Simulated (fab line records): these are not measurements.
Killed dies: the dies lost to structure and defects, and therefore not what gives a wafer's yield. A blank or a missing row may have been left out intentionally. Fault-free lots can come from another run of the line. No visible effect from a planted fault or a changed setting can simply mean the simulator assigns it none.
fab line records	flow sky130
[record] lots = 6	wafers = 18	last_day = 49
route steps=708 shown SONOS_ONO@186 GATE_OXIDE@187 POLY_GATE@204 RES_PROTECT@206 PAD_OPEN@708
lots that met no fault: from a run of the same line without faults
start_h: hours from the record's first day to the start of the lot's first wafer shown	wait_h: time in hours since the lot's previous step	" the same as in the row above	L1.1+2: a row that stands for several wafers	- value missing, or start not given	* or withheld: withheld	< > ~ a bound
route shown NAME@n: NAME is a module with steps in the file, n the number in the route of the first one	usual: mean/standard deviation taken from wafers without a fault	same: alike in all rows	chamber/n: place in a boat	sites: each site's reading	_std_site: the standard deviation of these	_edge_site: outer sites' mean less inner sites'	radius_mm: for every site, how far away it sits from the centre of the wafer	mask NAME#n: copy n	behind: tool/chamber where the wafer was last shaped	hold: cause of the lot's hold/its duration in hours/its outcome	device: which transistor (n, p or np) failed to switch	end of line: the tests these same wafers got at the end of their route	a step without rows: its recipe alone	killed: the dies lost at the first sort to structure and to defects; this is not the yield of the wafer	map: shows each die of a wafer: x if killed, . if not, _ if none is there
set.NAME: the setting that was run; set.NAME@STEP: the one run at that earlier step	model.NAME: the simulator's own value behind a step, which no gauge read
certain route steps with their lots: each step a table, each wafer a row
services: the hour from which a tool's chamber was out of use, counted from the record's first day as start_h (under 0 if before that day), plus the number of hours and why
[[steps]]
[step SKY_SONOS_ONO_WET_ETCH_18]
[recipe] chemistry = H3PO4	target_depth_nm = 15	target = Si3N4	temp_c = 160	time_s = 172
[step SKY_GATE_OXIDE_CLEAN_00]
[recipe] chemistry = SC1/SC2	mix = 1:4:20	temp_c = 70	time_s = 150	dry = n2_spin
[step SKY_GATE_OXIDE_OXIDATION_01]
[recipe] temp_c = 900	ambient = O2	stabilise_s = 600	purge_s = 300	target_thk_a = 102.68	ox_time_s = 1473
[step SKY_GATE_OXIDE_THK_MEAS_02]
[recipe] reads = SiO2_of_GATE_OXIDE_OXIDATION_01
[usual] GATE_OXIDE_OXIDATION_00_THK = 10.32/0.21
lot.wafer	tool	chamber	start_h	wait_h	GATE_OXIDE_OXIDATION_00_THK[nm]
L447.1	film_metro-03	-	293.04	0.0	10.32
L447.5	"	-	"	"	10.41
L447.6	"	-	"	"	10.15
L448.1	film_metro-04	-	298.40	0.0	10.53
L448.2	"	-	"	"	10.77
L448.3	"	-	"	"	10.71
L455.2	film_metro-04	-	353.69	0.0	10.05
L455.3	"	-	"	"	9.96
L455.5	"	-	"	"	10.09
L456.2	film_metro-02	-	365.18	0.0	10.04
L456.5	"	-	"	"	9.88
L456.6	"	-	"	"	10.09
L457.1	film_metro-03	-	373.80	0.0	10.33
L457.5	"	-	"	"	10.40
L457.6	"	-	"	"	10.33
L466.1	film_metro-04	-	444.87	0.0	10.14
L466.2	"	-	"	"	10.04
L466.4	"	-	"	"	10.20
[step SKY_GATE_OXIDE_DEHYDRATE_03]
[recipe] temp_c = 200	time_s = 60
[step SKY_GATE_OXIDE_HMDS_04]
[recipe] prime_time_s = 60	prime_temp_c = 120
[step SKY_GATE_OXIDE_COAT_05]
[recipe] resist = NOVOLAK	spin_rpm = 3000	resist_thk_nm = 1140
[step SKY_GATE_OXIDE_SOFTBAKE_06]
[recipe] temp_c = 90	time_s = 60	resist = NOVOLAK
[step SKY_GATE_OXIDE_EXPOSE_07]
[recipe] mask_id = LVOM	na = 0.6	source_shape = conventional	sigma_outer = 0.6	polarization = unpolarized	target_cd_nm = 600	dose_mj = 170
[step SKY_GATE_OXIDE_PEB_08]
[recipe] temp_c = withheld	time_s = *	resist = NOVOLAK
[step SKY_GATE_OXIDE_DEVELOP_09]
[recipe] resist = NOVOLAK	developer = TMAH	develop_time_s = 60	dev_temp_c = 23
[step SKY_GATE_OXIDE_OVL_MEAS_10]
[usual] GATE_OXIDE_OVL = 0.7/1.3
lot.wafer	tool	chamber	start_h	wait_h	GATE_OXIDE_OVL[nm]
L447.1	overlay-02	-	318.47	0.1	-2.1
L447.5	"	-	"	"	-1.0
L447.6	"	-	"	"	-3.2
L448.1	overlay-01	-	324.31	0.1	1.3
L448.2	"	-	"	"	0.6
L448.3	"	-	"	"	0.2
L455.2	overlay-01	-	380.69	0.1	1.8
L455.3	"	-	"	"	0.4
L455.5	"	-	"	"	2.6
L456.2	overlay-02	-	393.62	0.1	0.6
L456.5	"	-	"	"	-1.0
L456.6	"	-	"	"	0.4
L457.1	overlay-01	-	402.16	0.1	1.5
L457.5	"	-	"	"	4.5
L457.6	"	-	"	"	1.4
L466.1	overlay-02	-	475.58	0.1	-0.7
L466.2	"	-	"	"	-0.4
L466.4	"	-	"	"	-0.7
[step SKY_GATE_OXIDE_IMPLANT_11]
[recipe] species = B	energy_kev = 10	dose_cm2 = 2.6e+12	tilt_deg = withheld
[usual] beam_energy_keV = 10.000/0.0031
lot.wafer	tool	chamber	start_h	wait_h	beam_energy_keV
L447.1	implanter-04	0	318.51	0.0	10.000
L447.5	"	0	"	"	9.996
L447.6	"	0	"	"	10.001
L448.1	implanter-04	0	324.35	0.0	9.999
L448.2	"	0	"	"	10.002
L448.3	"	0	"	"	9.995
L455.2	implanter-01	0	380.74	0.0	9.995
L455.3	"	0	"	"	9.994
L455.5	"	0	"	"	9.995
L456.2	implanter-01	0	393.67	0.0	10.004
L456.5	"	0	"	"	10.001
L456.6	"	0	"	"	10.009
L457.1	implanter-02	0	402.20	0.0	10.001
L457.5	"	0	"	"	9.996
L457.6	"	0	"	"	10.002
L466.1	implanter-01	0	475.62	0.0	9.999
L466.2	"	0	"	"	9.997
L466.4	"	0	"	"	10.003
[step SKY_GATE_OXIDE_WET_ETCH_12]
[recipe] chemistry = dHF	target_depth_nm = 16.8	dry = n2_spin	target = SiO2	dilution = 100:1	temp_c = 25	time_s = 336
[step SKY_GATE_OXIDE_STRIP_13]
[recipe] chemistry = O2/N2	power_w = 1400	pressure_mtorr = 1500	platen_temp_c = withheld	o2_flow_sccm = 3000	n2_flow_sccm = 300	overash_fraction = 0.5
[usual] drypump_motor_current_A = 6.0/0.79	o2_flow_sccm = 3002/8.9	oes_product_au = 0.715/0.0046	strip_time_to_endpoint_s = 14.19/0.046
lot.wafer	tool	chamber	start_h	wait_h	drypump_motor_current_A	o2_flow_sccm	oes_product_au	rf_hours_counter_h	strip_time_to_endpoint_s
L447.1	plasma_asher-03	0	318.76	0.0	6.5	2995	0.719	62	14.14
L447.5	"	1	"	"	6.7	3002	0.714	-	14.16
L447.6	"	0	"	"	6.5	3006	0.718	-	14.12
L448.1	plasma_asher-02	0	324.60	0.0	4.8	2995	0.721	53	14.11
L448.2	"	1	"	"	5.1	3012	0.713	53	14.14
L448.3	"	0	"	"	4.8	3003	0.714	-	14.13
L455.2	plasma_asher-03	1	380.97	0.0	6.7	3002	0.719	68	14.19
L455.3	"	1	"	"	6.7	3004	0.710	-	14.19
L455.5	"	0	"	"	6.5	2995	0.717	-	14.25
L456.2	plasma_asher-03	1	393.90	0.0	6.7	3004	0.708	69	14.16
L456.5	"	1	"	"	6.7	3003	0.713	-	14.12
L456.6	"	0	"	"	6.5	3012	0.717	-	14.13
L457.1	plasma_asher-03	0	402.45	0.0	6.4	3015	0.718	70	14.28
L457.5	"	1	"	"	6.7	3013	0.719	-	14.21
L457.6	"	0	"	"	6.5	3010	0.721	-	14.26
L466.1	plasma_asher-03	1	476.01	0.0	6.7	2995	0.721	78	14.20
L466.2	"	0	"	"	6.4	2991	0.720	78	14.18
L466.4	"	0	"	"	6.5	3006	0.721	-	14.17
[step SKY_GATE_OXIDE_TW_MEAS_14]
[usual] GATE_OXIDE_TW = 223.8/1.2
lot.wafer	tool	chamber	start_h	wait_h	GATE_OXIDE_TW
L447.1	film_metro-04	-	318.86	0.1	223.5
L447.5	"	-	"	"	224.0
L447.6	"	-	"	"	223.6
L448.1	film_metro-02	-	324.70	0.1	224.5
L448.2	"	-	"	"	223.5
L448.3	"	-	"	"	224.7
L455.2	film_metro-04	-	381.08	0.1	221.3
L455.3	"	-	"	"	221.6
L455.5	"	-	"	"	224.0
L456.2	film_metro-04	-	394.01	0.1	224.4
L456.5	"	-	"	"	224.5
L456.6	"	-	"	"	224.7
L457.1	film_metro-04	-	402.55	0.1	225.8
L457.5	"	-	"	"	224.1
L457.6	"	-	"	"	224.3
L466.1	film_metro-04	-	476.11	0.1	222.5
L466.2	"	-	"	"	224.3
L466.4	"	-	"	"	223.3
[step SKY_GATE_OXIDE_CLEAN_15]
[recipe] chemistry = SC1/SC2	mix = 1:4:20	temp_c = 70	time_s = 150	dry = n2_spin
[step SKY_GATE_OXIDE_OXIDATION_16]
[recipe] temp_c = 800	ambient = O2	idle_temp_c = 700	ramp_up_c_per_min = 10	ramp_down_c_per_min = 3	stabilise_s = 600	purge_s = 300	target_thk_a = 35.7	ox_time_s = 1915
[step SKY_POLY_GATE_CVD_00]
[recipe] material = poly-Si	target_thk_nm = 180	temp_c = 620	time_s = 720	pressure_mtorr = 200
[step SKY_POLY_GATE_THK_MEAS_01]
[recipe] reads = poly-Si_of_POLY_GATE_CVD_00
[usual] POLY_GATE_CVD_00_THK = 179.7/1.8
lot.wafer	tool	chamber	start_h	wait_h	POLY_GATE_CVD_00_THK[nm]
L447.1	film_metro-04	-	323.39	0.0	179.2
L447.5	"	-	"	"	178.2
L447.6	"	-	"	"	178.6
L448.1	film_metro-04	-	328.99	0.0	179.4
L448.2	"	-	"	"	180.5
L448.3	"	-	"	"	178.6
L455.2	film_metro-03	-	385.96	0.0	179.0
L455.3	"	-	"	"	180.1
L455.5	"	-	"	"	179.8
L456.2	film_metro-01	-	398.96	0.0	183.1
L456.5	"	-	"	"	181.5
L456.6	"	-	"	"	181.2
L457.1	film_metro-04	-	406.89	0.0	178.4
L457.5	"	-	"	"	178.5
L457.6	"	-	"	"	178.7
L466.1	film_metro-03	-	478.95	0.0	178.3
L466.2	"	-	"	"	177.9
L466.4	"	-	"	"	179.7
[step SKY_RES_PROTECT_DEHYDRATE_00]
[recipe] temp_c = 200	time_s = 60
[step SKY_RES_PROTECT_HMDS_01]
[recipe] prime_time_s = 60	prime_temp_c = 120
[step SKY_RES_PROTECT_COAT_02]
[recipe] resist = NOVOLAK	spin_rpm = 3000	resist_thk_nm = 1140
[step SKY_RES_PROTECT_SOFTBAKE_03]
[recipe] temp_c = 90	time_s = 60	resist = NOVOLAK
[step SKY_RES_PROTECT_EXPOSE_04]
[recipe] mask_id = RPM	na = 0.6	source_shape = conventional	sigma_outer = 0.6	polarization = unpolarized	target_cd_nm = 1270	dose_mj = 131
[step SKY_RES_PROTECT_PEB_05]
[recipe] temp_c = withheld	time_s = *	resist = NOVOLAK
[step SKY_RES_PROTECT_DEVELOP_06]
[recipe] resist = NOVOLAK	developer = TMAH	develop_time_s = 60	dev_temp_c = 23
[step SKY_POLY_GATE_IMPLANT_02]
[recipe] species = P	energy_kev = 30	dose_cm2 = 7.7e+15	tilt_deg = 0
[step SKY_RES_PROTECT_STRIP_07]
[recipe] chemistry = O2/N2	power_w = 1400	pressure_mtorr = 1500	platen_temp_c = withheld	o2_flow_sccm = 3000	n2_flow_sccm = 300	overash_fraction = 0.5
[usual] drypump_motor_current_A = 6.1/0.72	o2_flow_sccm = 2999/8.9	oes_product_au = 0.517/0.0047	strip_time_to_endpoint_s = 23.32/0.041
lot.wafer	tool	chamber	start_h	wait_h	drypump_motor_current_A	o2_flow_sccm	oes_product_au	rf_hours_counter_h	strip_time_to_endpoint_s
L447.1	plasma_asher-03	0	349.83	0.1	6.5	2991	0.513	65	23.36
L447.5	"	0	"	"	6.5	3015	0.526	-	23.41
L447.6	"	1	"	"	6.7	2993	0.513	-	23.37
L448.1	plasma_asher-03	0	355.79	0.1	6.4	3005	0.518	66	23.32
L448.2	"	1	"	"	6.7	3005	0.515	66	23.36
L448.3	"	1	"	"	6.7	3005	0.516	-	23.29
L455.2	plasma_asher-04	1	414.56	0.1	4.7	3002	0.517	29	23.34
L455.3	"	0	"	"	6.4	3009	0.522	-	23.33
L455.5	"	1	"	"	4.7	3006	0.522	-	23.27
L456.2	plasma_asher-03	0	428.48	0.1	6.5	2990	0.505	73	23.31
L456.5	"	0	"	"	6.5	2986	0.518	-	23.35
L456.6	"	1	"	"	6.7	2994	0.517	-	23.33
L457.1	plasma_asher-04	0	437.04	0.2	6.4	2995	0.514	32	23.32
L457.5	"	1	"	"	4.8	3001	0.513	-	23.33
L457.6	"	0	"	"	6.4	2994	0.517	-	23.29
L466.1	plasma_asher-03	0	509.36	0.1	6.5	3003	0.523	82	23.24
L466.2	"	1	"	"	6.7	2985	0.522	82	23.32
L466.4	"	0	"	"	6.5	3003	0.507	-	23.28
[step SKY_RES_PROTECT_TW_MEAS_08]
[usual] POLY_GATE_TW = 4052/30
lot.wafer	tool	chamber	start_h	wait_h	POLY_GATE_TW
L447.1	film_metro-01	-	349.93	0.1	4084
L447.5	"	-	"	"	4093
L447.6	"	-	"	"	4090
L448.1	film_metro-02	-	355.89	0.1	4006
L448.2	"	-	"	"	3999
L448.3	"	-	"	"	4008
L455.2	film_metro-01	-	414.67	0.1	4076
L455.3	"	-	"	"	4091
L455.5	"	-	"	"	4104
L456.2	film_metro-04	-	428.59	0.1	4048
L456.5	"	-	"	"	4031
L456.6	"	-	"	"	4044
L457.1	film_metro-01	-	437.14	0.1	4070
L457.5	"	-	"	"	4048
L457.6	"	-	"	"	4091
L466.1	film_metro-02	-	509.46	0.1	4030
L466.2	"	-	"	"	4049
L466.4	"	-	"	"	4033
[step SKY_RES_PROTECT_CLEAN_09]
[recipe] chemistry = SC1/SC2	mix = 1:4:20	temp_c = 70	time_s = 150	dry = n2_spin
[step SKY_POLY_GATE_CVD_03]
[recipe] material = Si3N4	precursor = DCS/NH3	target_thk_nm = 75	temp_c = 770	time_s = 1290	pressure_mtorr = 250
[step SKY_POLY_GATE_THK_MEAS_04]
[recipe] reads = Si3N4_of_POLY_GATE_CVD_03
[usual] POLY_GATE_CVD_03_THK = 75.1/0.73
lot.wafer	tool	chamber	start_h	wait_h	POLY_GATE_CVD_03_THK[nm]
L447.1	film_metro-01	-	351.40	0.0	75.0
L447.5	"	-	"	"	75.7
L447.6	"	-	"	"	74.6
L448.1	film_metro-03	-	357.36	0.0	75.4
L448.2	"	-	"	"	75.5
L448.3	"	-	"	"	75.7
L455.2	film_metro-04	-	416.15	0.0	75.9
L455.3	"	-	"	"	77.0
L455.5	"	-	"	"	76.7
L456.2	film_metro-01	-	431.56	0.0	75.6
L456.5	"	-	"	"	75.7
L456.6	"	-	"	"	75.2
L457.1	film_metro-04	-	438.61	0.0	74.9
L457.5	"	-	"	"	75.7
L457.6	"	-	"	"	74.7
L466.1	film_metro-04	-	511.50	0.0	74.6
L466.2	"	-	"	"	74.4
L466.4	"	-	"	"	74.6
[step SKY_POLY_GATE_DEHYDRATE_05]
[recipe] temp_c = 200	time_s = 60
[step SKY_POLY_GATE_HMDS_06]
[recipe] prime_time_s = 60	prime_temp_c = 120
[step SKY_POLY_GATE_COAT_07]
[recipe] resist = BARC	temp_c = withheld	time_s = withheld	spin_rpm = 3000	resist_thk_nm = 110
[step SKY_POLY_GATE_COAT_08]
[recipe] resist = KrF-thick	spin_rpm = 3000	resist_thk_nm = 450
[step SKY_POLY_GATE_SOFTBAKE_09]
[recipe] temp_c = 100	time_s = 90	resist = KrF-thick
[step SKY_POLY_GATE_EXPOSE_10]
[recipe] mask_id = P1M	na = 0.68	source_shape = conventional	sigma_outer = 0.6	target_cd_nm = 150	dose_mj = 28
[step SKY_POLY_GATE_PEB_11]
[recipe] peb_temp_c = withheld	peb_time_s = withheld	resist = KrF-thick
[step SKY_POLY_GATE_DEVELOP_12]
[recipe] develop_time_s = 60	resist = KrF-thick	dev_temp_c = 21
[step SKY_POLY_GATE_CD_MEAS_13]
[recipe] target_cd_nm = 150
[usual] cd_nm = 150.2/1.4
lot.wafer	tool	chamber	start_h	wait_h	cd_nm
L447.1	cd_sem-02	-	378.86	-	150.8
L447.5	"	-	"	"	151.7
L447.6	"	-	"	"	151.0
L448.1	cd_sem-02	-	384.67	-	150.0
L448.2	"	-	"	"	149.2
L448.3	"	-	"	"	149.5
L455.2	cd_sem-01	-	446.44	-	148.8
L455.3	"	-	"	"	149.1
L455.5	"	-	"	"	149.9
L456.2	cd_sem-02	-	462.11	-	146.5
L456.5	"	-	"	"	149.5
L456.6	"	-	"	"	148.0
L457.1	cd_sem-01	-	469.46	-	152.6
L457.5	"	-	"	"	150.0
L457.6	"	-	"	"	151.1
L466.1	cd_sem-01	-	542.72	-	152.8
L466.2	"	-	"	"	150.6
L466.4	"	-	"	"	151.3
[step SKY_PAD_OPEN_PROBE_99]
[usual] killed_at_M0_to_M3 = 42/7	killed_at_M4_up = 2.8/1.8	killed_at_contacts = 24/5.8	killed_at_front_end = 15/4.8	killed_at_other = 0.3/0.56	killed_dies = 84/11	killed_on_rim = 17/4.2	killed_open = 46/7.8	killed_short = 38/6.3
[same] gross_dies = 492	killed_at_back_side = 0
lot.wafer	tool	chamber	start_h	wait_h	killed_at_M0_to_M3	killed_at_M4_up	killed_at_contacts	killed_at_front_end	killed_at_other	killed_dies	killed_on_rim	killed_open	killed_short	model.etest.nfet_01v8.drive_ua_um_range	model.etest.pfet_01v8.drive_ua_um_range	model.etest.pfet_01v8_lvt.vt_v_range	model.etest.pfet_01v8.vt_v_range	model.etest.nfet_01v8.vt_v_range
L447.1	prober-02	-	1084.14	0.1	41	1	27	14	0	83	24	44	39	8.562	6.155	0.009782	0.009032	0.01098
L447.5	prober-02	-	1084.34	0.2	32	4	11	17	1	65	13	26	39	8.906	7.423	0.01248	0.009672	0.01229
L447.6	prober-02	-	1084.39	0.2	29	2	20	12	1	64	8	36	28	5.847	8.167	0.01675	0.007383	0.00753
L448.1	prober-01	-	1090.82	0.1	46	3	19	13	1	82	15	47	35	13.02	5.882	0.02412	0.02027	0.01604
L448.2	prober-01	-	1090.87	0.1	47	1	21	25	0	94	21	48	46	7.408	6.649	0.02408	0.01868	0.01151
L448.3	prober-01	-	1090.92	0.2	38	2	21	13	1	75	13	40	35	6.472	9.417	0.0244	0.01691	0.01247
L455.2	prober-02	-	1129.74	0.1	47	7	18	7	0	79	14	38	41	18.76	14.36	0.1521	0.05587	0.01975
L455.3	prober-02	-	1129.79	0.2	40	2	26	22	0	90	16	49	41	15.83	11.68	0.1555	0.05978	0.02131
L455.5	prober-02	-	1129.89	0.2	43	2	29	8	1	83	16	45	38	15.66	15.83	0.1526	0.05739	0.02201
L456.2	prober-01	-	1140.06	0.1	46	4	29	16	0	95	20	53	42	20.61	13.2	0.151	0.05923	0.02435
L456.5	prober-01	-	1140.21	0.2	41	1	20	17	1	80	12	36	44	17.1	17.77	0.1578	0.05631	0.02234
L456.6	prober-01	-	1140.26	0.2	36	1	22	17	0	76	12	45	31	9.478	12.99	0.15	0.05968	0.02252
L457.1	prober-02	-	1145.54	0.1	49	1	24	21	1	96	21	52	44	9.025	8.401	0.0111	0.01848	0.01029
L457.5	prober-02	-	1145.74	0.2	50	2	26	16	1	95	15	50	44	4.884	13.2	0.008546	0.0189	0.01189
L457.6	prober-02	-	1145.79	0.2	47	2	24	16	0	89	21	54	35	7.877	9.553	0.01242	0.02334	0.01072
L466.1	prober-01	-	1187.21	0.1	44	4	16	4	0	68	8	34	34	11.31	7.711	0.0249	0.01613	0.007734
L466.2	prober-01	-	1187.26	0.1	30	1	16	17	0	64	13	27	37	14.44	6.024	0.02394	0.01929	0.01369
L466.4	prober-01	-	1187.36	0.2	43	2	27	15	0	87	20	53	34	8.035	5.089	0.02447	0.01249	0.01243
// killed by level:class
L447.1 CONTACT:geometric_particle:open=11 METAL2:geometric_particle:short=10 VIA1:geometric_particle:open=8 LOCAL_INTERCONNECT:geometric_particle:short=6 VIA2:geometric_particle:open=6 LI_CONTACT:geometric_particle:open=4 CONTACT:geometric_particle:short=4 METAL3:geometric_particle:short=4
L447.5 METAL2:geometric_particle:short=6 VIA2:geometric_particle:open=6 FIELD_ISO:geometric_particle:short=5 METAL1:geometric_particle:short=4 FIELD_ISO:geometric_particle:open=3 POLY_GATE:geometric_particle:short=3 LI_CONTACT:geometric_particle:open=3 CONTACT:geometric_particle:open=3
L447.6 CONTACT:geometric_particle:open=6 VIA2:geometric_particle:open=6 VIA1:geometric_particle:open=6 CONTACT:geometric_particle:short=5 POLY_GATE:geometric_particle:open=3 LI_CONTACT:geometric_particle:open=3 VIA2:geometric_particle:short=3 LOCAL_INTERCONNECT:geometric_particle:short=3
L448.1 VIA2:geometric_particle:open=12 VIA1:geometric_particle:open=10 METAL1:geometric_particle:short=7 LI_CONTACT:geometric_particle:open=7 CONTACT:geometric_particle:open=7 FIELD_ISO:geometric_particle:short=6 METAL2:geometric_particle:short=5 VIA3:geometric_particle:open=4
L448.2 VIA1:geometric_particle:open=10 FIELD_ISO:geometric_particle:open=7 VIA2:geometric_particle:open=7 FIELD_ISO:geometric_particle:short=6 METAL2:geometric_particle:short=6 CONTACT:geometric_particle:short=6 LI_CONTACT:geometric_particle:open=5 VIA3:geometric_particle:short=5
L448.3 VIA3:geometric_particle:open=12 CONTACT:geometric_particle:open=7 CONTACT:geometric_particle:short=7 FIELD_ISO:geometric_particle:short=5 LI_CONTACT:geometric_particle:open=5 METAL2:geometric_particle:short=5 FIELD_ISO:geometric_particle:open=4 VIA1:geometric_particle:short=4
L455.2 VIA1:geometric_particle:open=14 METAL2:geometric_particle:short=9 CONTACT:geometric_particle:short=5 METAL4:geometric_particle:short=5 LI_CONTACT:geometric_particle:short=4 LI_CONTACT:geometric_particle:open=4 METAL1:geometric_particle:short=4 VIA2:geometric_particle:open=4
L455.3 LI_CONTACT:geometric_particle:open=15 VIA1:geometric_particle:open=8 METAL2:geometric_particle:short=7 POLY_GATE:geometric_particle:open=7 VIA1:geometric_particle:short=5 VIA3:geometric_particle:open=5 FIELD_ISO:geometric_particle:short=4 POLY_GATE:geometric_particle:short=4
L455.5 VIA1:geometric_particle:open=10 CONTACT:geometric_particle:open=8 METAL2:geometric_particle:short=7 VIA3:geometric_particle:open=7 LI_CONTACT:geometric_particle:open=5 LI_CONTACT:geometric_particle:short=5 LOCAL_INTERCONNECT:geometric_particle:short=5 CONTACT:geometric_particle:short=5
L456.2 VIA1:geometric_particle:open=10 VIA3:geometric_particle:open=9 CONTACT:geometric_particle:short=7 CONTACT:geometric_particle:open=6 LI_CONTACT:geometric_particle:open=6 VIA2:geometric_particle:open=5 FIELD_ISO:geometric_particle:short=4 METAL1:geometric_particle:short=4
L456.5 METAL1:geometric_particle:short=8 VIA1:geometric_particle:open=8 FIELD_ISO:geometric_particle:open=5 METAL2:geometric_particle:short=5 METAL3:geometric_particle:short=5 POLY_GATE:geometric_particle:open=4 LI_CONTACT:geometric_particle:short=4 LI_CONTACT:geometric_particle:open=4
L456.6 CONTACT:geometric_particle:open=9 VIA1:geometric_particle:open=8 POLY_GATE:geometric_particle:open=6 METAL2:geometric_particle:short=6 LI_CONTACT:geometric_particle:open=5 VIA3:geometric_particle:open=5 POLY_GATE:geometric_particle:short=4 VIA1:geometric_particle:short=4
L457.1 VIA1:geometric_particle:open=15 CONTACT:geometric_particle:open=12 VIA1:geometric_particle:short=7 VIA3:geometric_particle:open=6 FIELD_ISO:geometric_particle:open=5 POLY_GATE:geometric_particle:short=5 VIA2:geometric_particle:open=5 CONTACT:geometric_particle:short=5
L457.5 VIA1:geometric_particle:open=14 CONTACT:geometric_particle:open=10 VIA1:geometric_particle:short=9 LOCAL_INTERCONNECT:geometric_particle:short=8 VIA2:geometric_particle:open=7 LI_CONTACT:geometric_particle:open=5 METAL2:geometric_particle:short=5 VIA3:geometric_particle:open=5
L457.6 VIA1:geometric_particle:open=15 CONTACT:geometric_particle:open=9 FIELD_ISO:geometric_particle:open=7 LI_CONTACT:geometric_particle:open=7 VIA1:geometric_particle:short=7 CONTACT:geometric_particle:short=6 METAL1:geometric_particle:short=5 METAL3:geometric_particle:short=5
L466.1 VIA1:geometric_particle:short=9 VIA1:geometric_particle:open=8 VIA2:geometric_particle:open=8 CONTACT:geometric_particle:open=5 LOCAL_INTERCONNECT:geometric_particle:short=4 METAL2:geometric_particle:short=4 LI_CONTACT:geometric_particle:open=3 CONTACT:geometric_particle:short=3
L466.2 METAL2:geometric_particle:short=7 POLY_GATE:geometric_particle:open=6 POLY_GATE:geometric_particle:short=5 VIA1:geometric_particle:open=5 VIA2:geometric_particle:open=5 LI_CONTACT:geometric_particle:short=4 CONTACT:geometric_particle:open=4 LI_CONTACT:geometric_particle:open=3
L466.4 CONTACT:geometric_particle:open=12 VIA1:geometric_particle:open=10 VIA2:geometric_particle:open=9 LI_CONTACT:geometric_particle:open=8 METAL1:geometric_particle:short=8 POLY_GATE:geometric_particle:short=7 VIA3:geometric_particle:open=4 POLY_GATE:geometric_particle:open=3
[[services]]
tool	chamber	start_h	hours	kind
plasma_asher-03	-	297.17	3.5	repair
implanter-02	-	305.57	2.5	repair
implanter-01	-	373.13	3.1	repair
implanter-01	-	389.12	4.2	pm
plasma_asher-04	-	443.65	4.9	repair
plasma_asher-04	-	479.68	7.1	repair
[[key]]
first_sign none at tools or gauges
[model_effect] step = SKY_PAD_OPEN_PROBE_99	value = etest.nfet_01v8.drive_ua_um_range	without = 7.864	struck = 16.24
met_at SKY_GATE_OXIDE_IMPLANT_11
struck_wafers L455.2,L455.3,L455.5,L456.2,L456.5,L456.6
tester_left_out L455,L456
[fault] kind = process_parameter_drift	tool = implanter-01	chamber = -	onset_h = 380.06	steps = SKY_GATE_OXIDE_IMPLANT_11	channel = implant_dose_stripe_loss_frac	offset = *	shape = step	end_h = 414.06
// tester_left_out: of these lots the tester's yield and bins aren't shown, on N5 and GAA mostly nor the transistor test; their killed dies are dies lost to structure and defects alone, not to doping, threshold or leakage, so they don't give the yield
